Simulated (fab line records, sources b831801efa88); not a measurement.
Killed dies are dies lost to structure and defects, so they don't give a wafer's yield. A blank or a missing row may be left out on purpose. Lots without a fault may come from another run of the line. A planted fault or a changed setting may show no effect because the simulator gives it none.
Which tool did it? | flow sky130 | 10 lots, 29 wafers sampled, at 4 steps of a route of 708

WHAT THE GAUGES READ, wafer by wafer
SKY_CAPM_RS_MEAS_03: measures by four-point-probe.
lot  | measured     | on            | CAPM_TIN_RS (ohm/sq)
L798 | day 37 18:07 | film_metro-04 | 6.90 6.93 6.96
L800 | day 38 02:22 | film_metro-02 | 6.95 6.88 6.87
L799 | day 38 05:50 | film_metro-02 | 6.95 6.84 6.92
L806 | day 41 23:50 | film_metro-01 | 6.91 6.78 6.95
L807 | day 42 00:31 | film_metro-01 | 7.43 7.40
L808 | day 42 03:04 | film_metro-02 | 7.31 7.33 7.47
L812 | day 42 10:22 | film_metro-04 | 6.97 6.94 6.88
L813 | day 42 15:20 | film_metro-02 | 7.13 7.05 7.07
L814 | day 42 15:35 | film_metro-01 | 6.98 7.01 7.00
L816 | day 43 06:56 | film_metro-04 | 7.02 7.05 7.07

WHICH TOOL RAN EACH LOT (tool, then ch and the chambers of the sampled wafers, then the start)
lot  | SKY_METAL2_DESCUM_17              | SKY_METAL3_SPUTTER_02        | SKY_CAPM_SPUTTER_02
L798 | rie_metal-03 ch 0,1, day 36 13:19 | pvd_sputter-02, day 37 17:48 | pvd_sputter-03, day 37 17:59
L800 | rie_metal-01 ch 0,1, day 36 20:37 | pvd_sputter-01, day 38 02:04 | pvd_sputter-04, day 38 02:16
L799 | rie_metal-04 ch 0,1, day 37 00:40 | pvd_sputter-02, day 38 05:32 | pvd_sputter-03, day 38 05:44
L806 | rie_metal-01 ch 0,1, day 40 20:16 | pvd_sputter-02, day 41 23:32 | pvd_sputter-03, day 41 23:44
L807 | rie_metal-04 ch 0, day 40 20:55   | pvd_sputter-04, day 42 00:11 | pvd_sputter-03, day 42 00:22
L808 | rie_metal-03 ch 0,1, day 41 00:25 | pvd_sputter-02, day 42 02:46 | pvd_sputter-03, day 42 02:57
L812 | rie_metal-01 ch 0, day 41 07:43   | pvd_sputter-01, day 42 10:04 | pvd_sputter-04, day 42 10:15
L813 | rie_metal-01 ch 0,1, day 41 12:54 | pvd_sputter-01, day 42 15:01 | pvd_sputter-04, day 42 15:13
L814 | rie_metal-03 ch 0,1, day 41 13:25 | pvd_sputter-01, day 42 15:17 | pvd_sputter-02, day 42 15:28
L816 | rie_metal-01 ch 0,1, day 42 04:49 | pvd_sputter-04, day 43 06:34 | pvd_sputter-02, day 43 06:46
- SKY_METAL2_DESCUM_17: chemistry O2, time 8 s.
- SKY_METAL3_SPUTTER_02: material AlCu, target thk 735 nm, time 39.1 s.
- SKY_CAPM_SPUTTER_02: material TiN, target thk 200 nm, time 166.7 s.

THE ANSWER, worked out from the rows above alone
Rule: what is usual is taken from the lots themselves. Put in order of their means at a reading, lots are off if they are a third of the lots or fewer, leave a main group of 4 or more, and stand apart from it by a gap of 3 or more times the standard deviation of the main group's means; of several such gaps the widest counts. A main group whose means are all the same, to the digits that the tables above print for the reading, isn't used. A lot without any number at a reading at which 4 lots or more have one is off too. The other lots that the step has rows for count as sound.
Off: L807, L808, at SKY_CAPM_RS_MEAS_03 (CAPM_TIN_RS). The main group: mean 6.96 ohm/sq, standard deviation 0.07.
A tool fits if, at a process step before that reading, it ran every lot that is off, and no sound lot after the first of them. The gauges at SKY_CAPM_RS_MEAS_03 are tried like those tools. One fits: pvd_sputter-03 at SKY_CAPM_SPUTTER_02. Its last sound lot is L806 (day 41 23:44), its first lot that is off L807 (day 42 00:22): a fault that began between those two fits.

WHAT THE SIMULATOR HAD PUT IN
Process parameter drift: pvd_sputter-03, from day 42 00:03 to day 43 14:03, at SKY_CAPM_SPUTTER_02. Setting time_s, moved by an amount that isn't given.
Lots struck among those shown: L807, L808. The rule above found the same.
